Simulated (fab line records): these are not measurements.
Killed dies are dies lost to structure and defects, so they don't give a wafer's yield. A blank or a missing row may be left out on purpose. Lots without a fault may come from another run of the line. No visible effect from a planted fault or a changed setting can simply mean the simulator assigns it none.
Which tool is to blame? :: flow gf180mcu :: 17 wafers from 6 lots sampled at 3 of the route's 602 steps

WHAT THE GAUGES SHOWED, per wafer
GF_MIM_THK_MEAS_06.
lot: L709
measured: day 24 19:30
on: film-metro-02
MIM_CVD_05_THK (nm): 41.4 42.0 42.6

lot: L714
measured: day 26 16:21
on: film-metro-02
MIM_CVD_05_THK (nm): 42.0 39.6

lot: L722
measured: day 28 18:49
on: film-metro-01
MIM_CVD_05_THK (nm): 41.6 42.3 42.8

lot: L725
measured: day 30 03:53
on: film-metro-01
MIM_CVD_05_THK (nm): 41.8 42.0 42.5

lot: L728
measured: day 30 12:14
on: film-metro-04
MIM_CVD_05_THK (nm): 42.2 43.3 42.5

lot: L730
measured: day 31 02:44
on: film-metro-02
MIM_CVD_05_THK (nm): 42.5 43.0 42.2

TOOL THAT RAN EACH LOT (tool first, then ch and the chambers of the sampled wafers, then the start)
lot: L709
GF_M4_SPUTTER_04: pvd-sputter-01, day 22 18:01
GF_MIM_CVD_05: pecvd-04 ch 0,1, day 24 19:27

lot: L714
GF_M4_SPUTTER_04: pvd-sputter-03, day 24 18:07
GF_MIM_CVD_05: pecvd-04 ch 1,2, day 26 16:18

lot: L722
GF_M4_SPUTTER_04: pvd-sputter-02, day 27 00:28
GF_MIM_CVD_05: pecvd-01 ch 0,1,2, day 28 18:47

lot: L725
GF_M4_SPUTTER_04: pvd-sputter-02, day 28 10:33
GF_MIM_CVD_05: pecvd-01 ch 0,2, day 30 03:49

lot: L728
GF_M4_SPUTTER_04: pvd-sputter-02, day 28 18:04
GF_MIM_CVD_05: pecvd-04 ch 0,1,2, day 30 12:12

lot: L730
GF_M4_SPUTTER_04: pvd-sputter-03, day 29 09:55
GF_MIM_CVD_05: pecvd-01 ch 1,2, day 31 02:41
- GF_M4_SPUTTER_04: material TiN, target thk 50 nm, time 41.7 s.
- GF_MIM_CVD_05: deposits Si3N4, target thk 42 nm, time 29.086 s.

THE ANSWER, worked out from the rows above alone
Rule: what is usual is taken from the lots themselves. The widest of any qualifying gaps counts: lots, ordered by their means at a reading, are off when they make up no more than a third of the lots, leave a main group of 4 or more, and stand apart from it by 3 or more times the standard deviation of that group's means. Not used: any main group whose means are identical at the precision the tables above print for the reading. Also off: a lot with no number at a reading for which 4 or more lots have one. All remaining lots with rows at the step are treated as sound.
Off: at GF_MIM_THK_MEAS_06 (MIM_CVD_05_THK), L714. Mean 42.3 nm and standard deviation 0.26 in the main group.
If a tool, at a process step before that reading, ran all the lots that are off and no sound lot after the first of them, it fits. The gauges at GF_MIM_THK_MEAS_06 are tried like those tools. No candidate that was tried fits.

WHAT WAS PUT IN BY THE SIMULATOR
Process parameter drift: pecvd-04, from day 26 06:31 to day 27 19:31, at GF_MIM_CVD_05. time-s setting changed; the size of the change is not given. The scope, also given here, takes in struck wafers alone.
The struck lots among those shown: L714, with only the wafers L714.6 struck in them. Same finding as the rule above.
